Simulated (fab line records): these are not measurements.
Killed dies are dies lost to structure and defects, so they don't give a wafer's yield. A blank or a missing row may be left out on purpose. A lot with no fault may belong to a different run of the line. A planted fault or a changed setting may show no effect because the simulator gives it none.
fab line records | flow gf180mcu
[record] lots = 7 wafers = 21 lastDay = 34
route steps=602 shown V3@444 M4@456
lots with no fault: from the same line, run without faults
startH: the number of hours between the record's first day and the start of the first shown wafer of the lot | waitH: time in hours since the lot's previous step | " unchanged from the row above | L1.1+2: a single row standing in for several wafers | - value missing, or start not given | * or withheld: withheld | < > ~ a bound
route shown NAME@n: NAME is a module with steps in the file, n the number in the route of the first one | usual: mean/standard deviation of fault-free wafers | same: alike in all rows | chamber/n: place in a boat | sites: the reading at each site | _std_site: how widely they spread, as a standard deviation | _edge_site: the outer-site mean with the inner-site mean subtracted | radiusMm: how far each site lies from the wafer's centre | mask NAME#n: copy n | behind: the tool/chamber that last shaped the wafer | hold: the reason the lot was held/the length of the hold in hours/how it ended | device: which transistor (n, p or np) failed to switch | end of line: at the end of the route, the tests of the same wafers | a step given without rows: its recipe and nothing more | killed: dies lost to structure and defects at the first sort, not the wafer's yield | map: a wafer's dies, x killed, . not, _ none there
set.NAME: setting as actually run; set.NAME@STEP: the setting as run at that earlier step | model.NAME: the simulator's own value behind a step, which no gauge read
lots at some steps of the route; a table a step, a row a wafer
services: a tool's chamber out of use, with start hour (startH, from the record's first day; less than 0 if before it), hours out, and reason
[[steps]]
[step GF_V3_OVL_MEAS_15]
[usual] V3_OVL = 2/5.6
// columns lot.wafer tool chamber startH waitH V3_OVL[nm]
L541.3 overlay-01 - 530.70 0.1 -10
L541.4 " - " " -13
L541.5 " - " " -11
L553.1 overlay-01 - 629.61 0.1 10
L553.4 " - " " 6
L553.5 " - " " 4
L556.1 overlay-02 - 645.53 0.1 -8
L556.4 " - " " -2
L556.5 " - " " -10
L557.3 overlay-02 - 654.90 0.1 -5
L557.4 " - " " 9
L557.6 " - " " 6
L558.3 overlay-01 - 669.67 0.1 7
L558.4 " - " " 8
L558.5 " - " " 1
L561.1 overlay-02 - 680.56 0.1 1
L561.2 " - " " -6
L561.5 " - " " 3
L562.1 overlay-01 - 691.35 0.1 4
L562.2 " - " " 8
L562.3 " - " " 8
[step GF_V3_ETCH_16]
[recipe] chemistry = N2/H2 targetDepthA = withheld overetchA = withheld timeS = withheld target = BARC ionEnergyEv = 200 sourceW = 500 biasW = 100 pressureMtorr = 30 n2FlowSccm = 100 h2FlowSccm = 200
[step GF_V3_ETCH_17]
[recipe] chemistry = C4F8/O2/Ar maskMaterial = KrF target = SiO2 stopOn = TiN sourceW = 1461 biasW = 1200 pressureMtorr = 40 c4f8FlowSccm = withheld O2_flow_sccm = 6 Ar_flow_sccm = 300 timeS = withheld targetDepthA = 6350
[usual] chamberPressureMTorr = 40.00/0.037 oesProductAu = 0.856/0.0045
// columns lot.wafer tool chamber startH waitH chamberPressureMTorr oesProductAu
L541.3 rieDiel-03 1 - - 39.95 0.855
L541.4 " 2 " " 40.03 0.860
L541.5 " 0 " " 40.04 0.865
L553.1 rieDiel-03 3 - - 39.96 0.855
L553.4 " 0 " " 40.01 0.849
L553.5 " 0 " " 39.98 0.860
L556.1 rieDiel-04 2 - - 39.98 0.854
L556.4 " 0 " " 40.00 0.853
L556.5 " 3 " " 39.97 0.859
L557.3 rieDiel-04 2 - - 39.95 0.859
L557.4 " 3 " " 39.95 0.860
L557.6 " 2 " " 40.00 0.850
L558.3 rieDiel-04 3 - - 40.03 0.859
L558.4 " 1 " " 39.89 0.860
L558.5 " 0 " " 40.00 0.855
L561.1 rieDiel-04 1 - - 40.01 0.850
L561.2 " 3 " " 39.98 0.854
L561.5 " 2 " " 39.96 0.851
L562.1 rieDiel-01 0 - - 39.92 0.851
L562.2 " 1 " " 40.03 0.852
L562.3 " 3 " " 39.98 0.867
[step GF_V3_STRIP_18]
[recipe] chemistry = O2/N2 powerW = 1400 pressureMtorr = 1500 platenTempC = 250 o2FlowSccm = 3000 n2FlowSccm = 300 overashFraction = 0.5
[usual] chamberPressureMTorr = 1500.0/1.4 drypumpMotorCurrentA = 5.7/0.38 heaterPowerW = 350/30 n2FlowSccm = 300.0/0.88 o2FlowSccm = 3000/8.8 oesProductAu = 0.593/0.0047
// columns lot.wafer tool chamber startH waitH chamberPressureMTorr drypumpMotorCurrentA heaterPowerW n2FlowSccm o2FlowSccm oesProductAu rfHoursCounterH
L541.3 plasmaAsher-04 0 530.89 - 1501.9 6.0 343 301.4 2998 0.596 -
L541.4 " 1 " " 1498.9 6.1 334 300.9 3000 0.589 -
L541.5 " 1 " " 1500.5 6.1 329 299.7 3020 0.590 -
L553.1 plasmaAsher-03 0 629.77 - 1500.3 5.1 406 299.3 3004 0.584 52
L553.4 " 0 " " 1499.0 5.1 403 298.3 2989 0.586 -
L553.5 " 0 " " 1500.0 5.1 392 299.9 2980 0.596 -
L556.1 plasmaAsher-04 0 645.69 - 1499.6 5.9 331 300.5 2985 0.596 102
L556.4 " 1 " " 1498.8 6.1 335 300.8 3004 0.598 -
L556.5 " 1 " " 1500.8 6.1 325 298.9 3010 0.589 -
L557.3 plasmaAsher-04 1 655.09 - 1498.9 6.1 331 299.7 2987 0.601 -
L557.4 " 0 " " 1501.3 5.9 331 300.9 2997 0.592 -
L557.6 " 1 " " 1500.0 6.1 335 299.9 2996 0.593 -
L558.3 plasmaAsher-03 1 669.86 - 1501.2 5.9 353 300.4 2991 0.606 -
L558.4 " 0 " " 1498.6 5.1 406 299.4 3000 0.589 -
L558.5 " 0 " " 1498.2 5.1 414 300.3 3010 0.592 -
L561.1 plasmaAsher-01 0 680.72 - 1502.3 5.4 363 299.4 3002 0.606 90
L561.2 " 1 " " 1498.8 5.4 322 300.7 2983 0.594 90
L561.5 " 0 " " 1499.4 5.3 363 299.5 2994 0.591 -
L562.1 plasmaAsher-01 0 691.52 - 1497.3 5.3 356 300.7 3019 0.588 91
L562.2 " 1 " " 1500.1 5.4 313 300.4 2996 0.594 91
L562.3 " 1 " " 1498.8 5.4 305 301.6 2999 0.596 -
[step GF_V3_STRIP_19]
[recipe] chemistry = postEtchResidueRemover timeS = 1200 tempC = 72.5
[step GF_V3_CLEAN_20]
[recipe] chemistry = DIW dry = n2Spin
[step GF_V3_SPUTTER_21]
[recipe] material = Ti targetThkNm = 15 chamberPressurePa = 5 powerW = 2500 substrateTempC = 200 timeS = 80.02
[usual] cathodeDcPowerW = 2500.0/0.46 chamberPressurePa = 5.002/0.0095 throttleValvePct = 30.5/0.79
// columns lot.wafer tool chamber startH waitH cathodeDcPowerW chamberPressurePa throttleValvePct
L541.3 pvdSputter-03 - 531.39 0.0 2500.2 5.012 31.7
L541.4 " - " " 2500.1 4.998 31.3
L541.5 " - " " 2499.8 5.003 31.0
L553.1 pvdSputter-02 - 630.31 0.0 2500.3 5.012 29.2
L553.4 " - " " 2500.2 5.000 30.4
L553.5 " - " " 2500.2 4.994 29.9
L556.1 pvdSputter-03 - 646.26 0.0 2499.2 5.009 30.2
L556.4 " - " " 2499.6 5.003 31.3
L556.5 " - " " 2500.0 5.004 31.2
L557.3 pvdSputter-04 - 655.62 0.0 2500.1 4.973 28.8
L557.4 " - " " 2499.7 5.012 30.6
L557.6 " - " " 2500.5 4.994 28.6
L558.3 pvdSputter-04 - 670.39 0.0 2500.7 5.015 30.6
L558.4 " - " " 2500.7 4.999 30.7
L558.5 " - " " 2500.0 5.010 30.7
L561.1 pvdSputter-04 - 681.25 0.0 2499.7 4.992 30.9
L561.2 " - " " 2500.4 4.989 28.8
L561.5 " - " " 2499.0 4.998 30.4
L562.1 pvdSputter-04 - 692.05 0.0 2500.2 5.002 30.3
L562.2 " - " " 2499.6 4.981 30.8
L562.3 " - " " 2500.3 4.992 30.6
[step GF_V3_SPUTTER_22]
[recipe] material = TiN targetThkNm = 10 chamberPressurePa = 5 powerW = 4000 timeS = 40
[usual] cathodeDcPowerW = 4000.1/0.69 chamberPressurePa = 5.000/0.0099 throttleValvePct = 30.5/0.81
// columns lot.wafer tool chamber startH waitH cathodeDcPowerW chamberPressurePa throttleValvePct
L541.3 pvdSputter-03 - 531.45 0.0 4000.1 5.003 31.5
L541.4 " - " " 4001.3 5.007 31.3
L541.5 " - " " 3998.7 5.007 31.2
L553.1 pvdSputter-02 - 630.37 0.0 4001.0 4.994 29.5
L553.4 " - " " 4000.0 4.989 30.1
L553.5 " - " " 4000.8 4.980 30.0
L556.1 pvdSputter-03 - 646.32 0.0 4000.0 5.013 30.1
L556.4 " - " " 3999.6 4.992 31.3
L556.5 " - " " 4000.7 4.993 31.3
L557.3 pvdSputter-04 - 655.68 0.0 3999.0 5.005 29.0
L557.4 " - " " 3999.3 5.004 30.7
L557.6 " - " " 4001.2 5.007 28.9
L558.3 pvdSputter-04 - 670.45 0.0 3999.2 5.016 30.2
L558.4 " - " " 4000.2 4.998 30.6
L558.5 " - " " 4000.8 5.004 30.8
L561.1 pvdSputter-04 - 681.32 0.0 3999.8 4.996 31.0
L561.2 " - " " 4000.6 4.997 28.8
L561.5 " - " " 4000.0 5.005 30.5
L562.1 pvdSputter-04 - 692.11 0.0 3999.9 5.000 30.4
L562.2 " - " " 3999.8 5.019 30.7
L562.3 " - " " 4000.0 4.992 30.8
[step GF_V3_CVD_23]
[recipe] material = W targetThkNm = 350 timeS = 104.9 tempC = 400 pressureTorr = 40
[step GF_V3_RS_MEAS_24]
[recipe] thkMeasGauge = four-point-probe reads = W_of_V3_CVD_23+TiN_of_V3_SPUTTER_22+Ti_of_V3_SPUTTER_21
[usual] V3_W_RS = 0.326/0.0037
// columns lot.wafer tool chamber startH waitH V3_W_RS[ohm/sq]
L541.3 filmMetro-02 - 531.64 0.1 0.327
L541.4 " - " " 0.324
L541.5 " - " " 0.323
L553.1 filmMetro-03 - 630.52 0.1 0.324
L553.4 " - " " 0.326
L553.5 " - " " 0.323
L556.1 filmMetro-02 - 646.47 0.1 0.327
L556.4 " - " " 0.323
L556.5 " - " " 0.328
L557.3 filmMetro-03 - 655.87 0.1 0.324
L557.4 " - " " 0.327
L557.6 " - " " 0.326
L558.3 filmMetro-03 - 670.64 0.1 0.322
L558.4 " - " " 0.332
L558.5 " - " " 0.324
L561.1 filmMetro-01 - 681.47 0.1 0.331
L561.2 " - " " 0.329
L561.5 " - " " 0.334
L562.1 filmMetro-02 - 692.26 0.1 0.326
L562.2 " - " " 0.325
L562.3 " - " " 0.322
[step GF_V3_THK_MEAS_25]
[recipe] thkMeasGauge = xrf reads = W_of_V3_CVD_23
[usual] V3_W_THK = 355/4.4
// columns lot.wafer tool chamber startH waitH V3_W_THK[nm]
L541.3 filmMetro-02 - 531.74 0.1 349
L541.4 " - " " 355
L541.5 " - " " 356
L553.1 filmMetro-03 - 630.64 0.1 359
L553.4 " - " " 353
L553.5 " - " " 362
L556.1 filmMetro-02 - 646.59 0.1 354
L556.4 " - " " 357
L556.5 " - " " 351
L557.3 filmMetro-03 - 655.97 0.1 360
L557.4 " - " " 357
L557.6 " - " " 357
L558.3 filmMetro-03 - 670.74 0.1 364
L558.4 " - " " 352
L558.5 " - " " 359
L561.1 filmMetro-01 - 681.59 0.1 351
L561.2 " - " " 353
L561.5 " - " " 350
L562.1 filmMetro-02 - 692.38 0.1 357
L562.2 " - " " 361
L562.3 " - " " 362
[step GF_V3_CMP_26]
[recipe] stopOn = SiO2 downForcePsi = 3.5 platenRpm = 60 tOverpolishS = 15 targetThkNm = 0 padVelocityMS = 0.94248
[step GF_M4_SPUTTER_00]
[recipe] material = Ti targetThkNm = 37.5 arrivingIonEnergyEv = 80 substrateTempC = 200 chamberPressurePa = 2 powerW = 4000 timeS = 150
[usual] cathodeDcPowerW = 4000.0/0.71 chamberPressurePa = 2.000/0.0039 throttleValvePct = 29.9/0.63
// columns lot.wafer tool chamber startH waitH cathodeDcPowerW chamberPressurePa throttleValvePct
L541.3 pvdSputter-01 - 532.08 0.1 4000.8 1.999 30.2
L541.4 " - " " 4000.1 1.999 29.6
L541.5 " - " " 3999.9 2.005 29.7
L553.1 pvdSputter-04 - 631.00 0.1 4001.9 2.007 30.6
L553.4 " - " " 4000.1 2.004 28.7
L553.5 " - " " 3999.6 2.001 30.9
L556.1 pvdSputter-02 - 646.95 0.1 - - -
L556.4 " - " " - - -
L556.5 " - " " - - -
L557.3 pvdSputter-01 - 656.31 0.2 - - -
L557.4 " - " " - - -
L557.6 " - " " - - -
L558.3 pvdSputter-02 - 671.08 0.1 - - -
L558.4 " - " " - - -
L558.5 " - " " - - -
L561.1 pvdSputter-01 - 681.95 0.2 4000.3 2.007 28.9
L561.2 " - " " 3999.6 2.000 29.8
L561.5 " - " " 4000.7 1.999 30.3
L562.1 pvdSputter-02 - 692.74 0.1 4001.1 1.993 30.3
L562.2 " - " " 4000.2 1.999 30.8
L562.3 " - " " 4000.1 2.005 30.0
[step GF_M4_SPUTTER_01]
[recipe] material = TiN targetThkNm = 30 powerW = 6500 timeS = 25 chamberPressurePa = 0.4
[step GF_M4_SPUTTER_02]
[recipe] material = AlCu targetThkNm = 450 powerW = 10600 timeS = 23.9 chamberPressurePa = 0.4
[step GF_M4_SPUTTER_03]
[recipe] material = Ti targetThkNm = 10 substrateTempC = 300 chamberPressurePa = 0.3 powerW = 3000 timeS = 6.7
[step GF_M4_SPUTTER_04]
[recipe] material = TiN targetThkNm = 50 powerW = 6500 timeS = 41.7 chamberPressurePa = 0.4
[step GF_M4_DEHYDRATE_07]
[recipe] tempC = 200 timeS = 60
[step GF_M4_HMDS_08]
[recipe] primeTimeS = 60 primeTempC = 120
[step GF_M4_COAT_09]
[recipe] resist = KrF spinRpm = withheld resistThkNm = 1000
[step GF_M4_SOFTBAKE_10]
[recipe] tempC = 130 timeS = 60 resist = KrF
[step GF_M4_EXPOSE_11]
[recipe] maskId = Metal4 targetCdNm = 280 na = 0.68 sourceShape = conventional sigmaOuter = 0.6 doseMj = 28
[step GF_M4_PEB_12]
[recipe] pebTempC = 135 pebTimeS = 90 resist = KrF
[step GF_M4_DEVELOP_13]
[recipe] developTimeS = 60 devTempC = 21
[step GF_M4_CD_MEAS_14]
[recipe] targetCdNm = 280
[usual] cdNm = 280.1/1
// columns lot.wafer tool chamber startH waitH cdNm
L541.3 cdSem-01 - 554.79 0.1 281.4
L541.4 " - " " 281.1
L541.5 " - " " 282.3
L553.1 cdSem-01 - 650.27 0.2 279.8
L553.4 " - " " 279.0
L553.5 " - " " 279.4
L556.1 cdSem-01 - 670.72 4.6 280.4
L556.4 " - " " 280.2
L556.5 " - " " 280.6
L557.3 cdSem-02 - 674.37 0.1 279.7
L557.4 " - " " 279.2
L557.6 " - " " 279.7
L558.3 cdSem-01 - 688.59 0.1 279.2
L558.4 " - " " 280.2
L558.5 " - " " 279.4
L561.1 cdSem-02 - 700.64 0.1 279.0
L561.2 " - " " 279.7
L561.5 " - " " 279.8
L562.1 cdSem-01 - 710.99 0.1 280.7
L562.2 " - " " 280.1
L562.3 " - " " 278.9
[step GF_M4_OVL_MEAS_15]
[usual] M4_OVL = 1/5.2
// columns lot.wafer tool chamber startH waitH M4_OVL[nm]
L541.3 overlay-02 - 554.89 0.1 2
L541.4 " - " " 9
L541.5 " - " " -4
L553.1 overlay-02 - 650.39 0.1 0
L553.4 " - " " 0
L553.5 " - " " 0
L556.1 overlay-02 - 670.84 0.1 5
L556.4 " - " " 0
L556.5 " - " " 5
L557.3 overlay-01 - 674.46 0.1 5
L557.4 " - " " 5
L557.6 " - " " 0
L558.3 overlay-02 - 688.69 0.1 -5
L558.4 " - " " 2
L558.5 " - " " 4
L561.1 overlay-02 - 700.76 0.1 2
L561.2 " - " " -9
L561.5 " - " " -10
L562.1 overlay-01 - 711.11 0.1 4
L562.2 " - " " -4
L562.3 " - " " 1
[step GF_M4_METAL_ETCH_16]
[recipe] chemistry = Cl2/BCl3 maskMaterial = KrF targetDepthNm = 627.5 stopOn = SiO2 pressureMtorr = 8 icpW = 800 biasW = 140 Cl2_flow_sccm = 80 bcl3FlowSccm = 40 timeS = 104.6
[usual] chamberPressureMTorr = 7.999/0.0067 drypumpMotorCurrentA = 5.7/0.31 oesProductAu = 0.972/0.0059 throttleValvePct = 28.250/0.0099
// columns lot.wafer tool chamber startH waitH chamberPressureMTorr drypumpMotorCurrentA oesProductAu rfHoursCounterH throttleValvePct
L541.3 rieMetal-02 0 554.95 0.1 7.994 5.8 0.969 - 28.236
L541.4 " 1 " " 7.993 5.6 0.964 - 28.244
L541.5 " 0 " " 7.998 5.7 0.960 - 28.267
L553.1 rieMetal-01 1 650.43 0.0 8.010 6.4 0.976 2 28.259
L553.4 " 1 " " 7.996 6.4 0.962 - 28.268
L553.5 " 1 " " 8.000 6.4 0.967 - 28.246
L556.1 rieMetal-01 0 670.88 0.0 8.020 5.4 1.000 10 28.215
L556.4 " 1 " " 7.997 6.4 0.994 - 28.229
L556.5 " 0 " " 7.994 5.3 0.995 - 28.217
L557.3 rieMetal-02 0 674.59 0.1 8.003 5.7 0.983 - 28.244
L557.4 " 0 " " 8.012 5.7 0.985 - 28.220
L557.6 " 0 " " 8.002 5.7 0.993 - 28.238
L558.3 rieMetal-03 0 688.75 0.1 8.012 5.6 0.999 - 28.226
L558.4 " 1 " " 7.991 5.4 0.989 - 28.241
L558.5 " 0 " " 7.998 5.6 0.988 - 28.242
L561.1 rieMetal-03 0 700.79 0.0 7.995 5.6 0.968 9 28.255
L561.2 " 1 " " 8.006 5.4 0.963 4 28.244
L561.5 " 1 " " 8.001 5.4 0.968 - 28.255
L562.1 rieMetal-02 0 711.14 0.0 8.007 5.7 0.976 16 28.261
L562.2 " 0 " " 8.001 5.7 0.969 - 28.258
L562.3 " 0 " " 8.003 5.7 0.976 - 28.244
[step GF_M4_STRIP_17]
[recipe] chemistry = O2/N2 powerW = 1400 pressureMtorr = 1500 platenTempC = 250 o2FlowSccm = 3000 n2FlowSccm = 300 overashFraction = 0.5
[usual] chamberPressureMTorr = 1500.0/1.4 drypumpMotorCurrentA = 5.8/0.32 heaterPowerW = 360/33 n2FlowSccm = 299.9/0.92 o2FlowSccm = 3002/8.1 oesProductAu = 0.557/0.0046 stripTimeToEndpointS = 7.86/0.041
// columns lot.wafer tool chamber startH waitH chamberPressureMTorr drypumpMotorCurrentA heaterPowerW n2FlowSccm o2FlowSccm oesProductAu rfHoursCounterH stripTimeToEndpointS
L541.3 plasmaAsher-04 1 555.06 0.1 1501.7 6.1 321 300.4 3008 0.556 - 7.87
L541.4 " 0 " " 1502.1 5.9 334 301.4 3021 0.563 - 7.92
L541.5 " 0 " " 1500.3 5.9 341 302.0 3013 0.568 - 7.88
L553.1 plasmaAsher-03 0 650.54 0.1 1501.2 5.1 407 301.6 3004 0.554 54 7.78
L553.4 " 0 " " 1500.5 5.1 397 299.8 2992 0.550 - 7.82
L553.5 " 0 " " 1498.0 5.1 406 301.0 2984 0.552 - 7.77
L556.1 plasmaAsher-02 0 670.99 0.1 1500.7 6.0 339 300.9 3008 0.556 25 7.86
L556.4 " 0 " " 1498.0 6.0 335 299.6 3003 0.554 - 7.85
L556.5 " 1 " " 1500.9 5.6 407 299.7 3012 0.562 - 7.86
L557.3 plasmaAsher-03 1 674.82 0.2 1497.1 5.9 353 299.9 3011 0.558 - 7.82
L557.4 " 0 " " 1500.4 5.1 397 299.1 2995 0.566 - 7.83
L557.6 " 0 " " 1498.9 5.1 399 298.5 2985 0.550 - 7.82
L558.3 plasmaAsher-02 1 688.85 0.1 1500.8 5.6 418 298.8 3012 0.547 - 7.83
L558.4 " 0 " " 1501.1 6.0 328 299.5 3001 0.563 - 7.92
L558.5 " 0 " " 1500.0 6.0 335 299.2 2995 0.566 - 7.85
L561.1 plasmaAsher-02 1 700.90 0.1 1500.9 5.6 405 298.6 3002 0.560 29 7.85
L561.2 " 0 " " 1498.3 6.1 328 300.4 3009 0.560 29 7.86
L561.5 " 0 " " 1498.1 6.1 334 301.4 3005 0.557 - 7.90
L562.1 plasmaAsher-02 1 711.37 0.2 1499.2 5.6 417 301.4 2995 0.556 30 7.92
L562.2 " 0 " " 1499.2 6.1 340 300.8 3014 0.561 30 7.92
L562.3 " 1 " " 1498.8 5.6 421 300.2 3003 0.557 - 7.87
[[services]]
// columns tool chamber startH hours kind
plasmaAsher-01 - 514.57 12.3 repair
rieMetal-01 0 514.86 9.5 repair
rieMetal-02 - 516.85 1.1 repair
pvdSputter-01 - 518.89 4.1 repair
plasmaAsher-01 - 520.23 1.0 repair
rieMetal-02 1 526.53 13.0 repair
rieMetal-01 - 528.90 0.3 repair
rieDiel-03 - 554.00 1.0 repair
plasmaAsher-03 - 564.79 24.4 repair
rieDiel-03 1 585.28 5.1 repair
rieDiel-01 1 585.41 10.4 repair
plasmaAsher-02 - 587.21 10.3 repair
rieMetal-02 1 591.14 11.5 repair
pvdSputter-01 - 593.20 0.5 repair
rieDiel-04 0 594.59 29.7 repair
pvdSputter-04 - 596.42 1.1 repair
rieDiel-04 1 596.52 13.9 repair
rieMetal-03 - 600.05 2.8 pm
plasmaAsher-02 - 600.36 2.2 repair
plasmaAsher-03 - 603.25 4.9 repair
plasmaAsher-02 - 634.87 2.8 pm
rieMetal-03 1 664.71 1.9 repair
rieMetal-02 - 702.60 0.8 repair
rieMetal-01 - 705.21 14.6 pm
[[key]]
[firstSign] step = GF_M4_SPUTTER_00 reading = toolRecord direction = missing
[effect] step = GF_M4_METAL_ETCH_16 reading = oesProductAu direction = up sigmas = 3.4 usual = 0.972 struck = 0.992
metAt GF_M4_SPUTTER_00
struckWafers L556.1,L556.4,L556.5,L557.3,L557.4,L557.6,L558.3,L558.4,L558.5
laterRowsLeftOut L556.1,L556.4,L556.5,L557.3,L557.4,L557.6,L558.3,L558.4,L558.5
sortLeftOut L556.1,L556.4,L556.5,L557.3,L557.4,L557.6,L558.3,L558.4,L558.5
onsetBetween 532.08 646.95
[fault] kind = skippedStepWhole tool = pvdSputter-01,pvdSputter-02 chamber = - onsetH = 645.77 steps = GF_M4_SPUTTER_00 scope = struckLotsOnly
// sortLeftOut: the simulated sort isn't trusted on such a fault, so these wafers' sort isn't shown, and their yield isn't known
// laterRowsLeftOut: the simulator's readings of these wafers behind a module that went badly wrong aren't trusted and aren't shown, but for the sort
